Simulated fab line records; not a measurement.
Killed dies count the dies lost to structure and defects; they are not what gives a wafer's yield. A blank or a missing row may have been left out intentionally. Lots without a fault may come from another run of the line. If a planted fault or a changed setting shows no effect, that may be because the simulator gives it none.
Which tool was responsible?    flow sky130    at 1 step of a route of 708, 12 lots with 36 wafers sampled

WHAT THE GAUGES READ, wafer by wafer
SKY_POLY_GATE_THK_MEAS_04.
lot   measured      on            POLY_GATE_CVD_03_THK (nm)
L075  day 15 15:53  filmMetro-01  75.5 75.5 76.1
L077  day 16 01:44  filmMetro-03  74.9 75.6 75.1
L079  day 16 21:46  filmMetro-03  75.3 74.7 75.3
L081  day 17 16:38  filmMetro-01  75.7 76.2 75.2
L083  day 18 14:38  filmMetro-01  74.9 74.6 75.7
L085  day 19 06:53  filmMetro-01  74.7 74.3 74.9
L087  day 20 04:55  filmMetro-04  73.7 74.4 74.6
L089  day 20 20:17  filmMetro-01  74.8 75.1 74.6
L091  day 21 05:29  filmMetro-03  74.4 75.0 74.9
L093  day 21 17:31  filmMetro-04  73.9 73.7 73.6
L095  day 22 15:14  filmMetro-03  75.1 75.0 75.4
L097  day 23 10:25  filmMetro-04  74.7 74.9 74.9

TOOL THAT RAN EACH LOT (tool first, then ch and the chambers of the sampled wafers, then the start)
The record shows no process step preceding these readings.

THE ANSWER, worked out from the rows above alone
Rule: the usual values come from the lots themselves. The widest of any qualifying gaps counts: lots, ordered by their means at a reading, are off when they make up no more than a third of the lots, leave a main group of 4 or more, and stand apart from it by 3 or more times the standard deviation of that group's means. A main group whose means are all the same, to the digits that the tables above print for the reading, isn't used. Also off: a lot with no number at a reading for which 4 or more lots have one. Where the step has rows for the other lots, those lots are counted as sound.
None of the lots is off at any reading shown; this tells nothing.

WHAT THE SIMULATOR HAD PUT IN
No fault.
